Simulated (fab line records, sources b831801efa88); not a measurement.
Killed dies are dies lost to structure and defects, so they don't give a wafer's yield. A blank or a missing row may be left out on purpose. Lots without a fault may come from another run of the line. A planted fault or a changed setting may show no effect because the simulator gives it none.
Which tool did it? | flow sky130 | 15 lots, 45 wafers sampled, at 1 step of a route of 708

WHAT THE GAUGES READ, wafer by wafer
SKY_VIA3_OVL_MEAS_13.
lot  | measured     | on         | VIA3_OVL (nm)
L801 | day 39 23:01 | overlay-01 | 5 10 -1
L802 | day 40 05:29 | overlay-02 | -1 5 6
L804 | day 40 22:34 | overlay-02 | -5 0 -7
L806 | day 41 09:41 | overlay-01 | 3 -6 1
L807 | day 42 01:41 | overlay-01 | -3 -2 -6
L808 | day 42 08:31 | overlay-01 | -5 1 8
L809 | day 42 12:22 | overlay-02 | -5 -7 -2
L810 | day 42 18:20 | overlay-02 | 3 -4 -8
L812 | day 43 08:11 | overlay-01 | -2 -6 4
L813 | day 43 11:23 | overlay-02 | -3 -4 1
L814 | day 43 21:23 | overlay-01 | 9 9 6
L815 | day 44 04:50 | overlay-02 | 1 -2 -3
L816 | day 44 09:43 | overlay-02 | 3 -8 5
L819 | day 45 02:47 | overlay-02 | -3 0 1
L823 | day 45 23:28 | overlay-02 | -5 -1 -2

WHICH TOOL RAN EACH LOT (tool, then ch and the chambers of the sampled wafers, then the start)
The record holds no process step before these readings.

WHAT THE TOOLS THEMSELVES READ (means of the sampled wafers that have a number; where no wafer has one, the mark that the record gives instead)
The record holds no such reading with a usual standard deviation.

THE ANSWER, worked out from the rows above alone
Rule: what is usual is taken from the lots themselves. Put in order of their means at a reading, lots are off if they are a third of the lots or fewer, leave a main group of 4 or more, and stand apart from it by a gap of 3 or more times the standard deviation of the main group's means; of several such gaps the widest counts. A main group whose means are all the same, to the digits that the tables above print for the reading, isn't used. A lot without any number at a reading at which 4 lots or more have one is off too. The other lots that the step has rows for count as sound. The gauges are gone through in route order, then the tools' own readings, and for those a lot's mean is taken as printed above. The first step at which some lot is off is used, and at that step the reading that is off furthest; a lot without a number counts as furthest.
No lot is off at any reading shown: from this, nothing can be told.

WHAT THE SIMULATOR HAD PUT IN
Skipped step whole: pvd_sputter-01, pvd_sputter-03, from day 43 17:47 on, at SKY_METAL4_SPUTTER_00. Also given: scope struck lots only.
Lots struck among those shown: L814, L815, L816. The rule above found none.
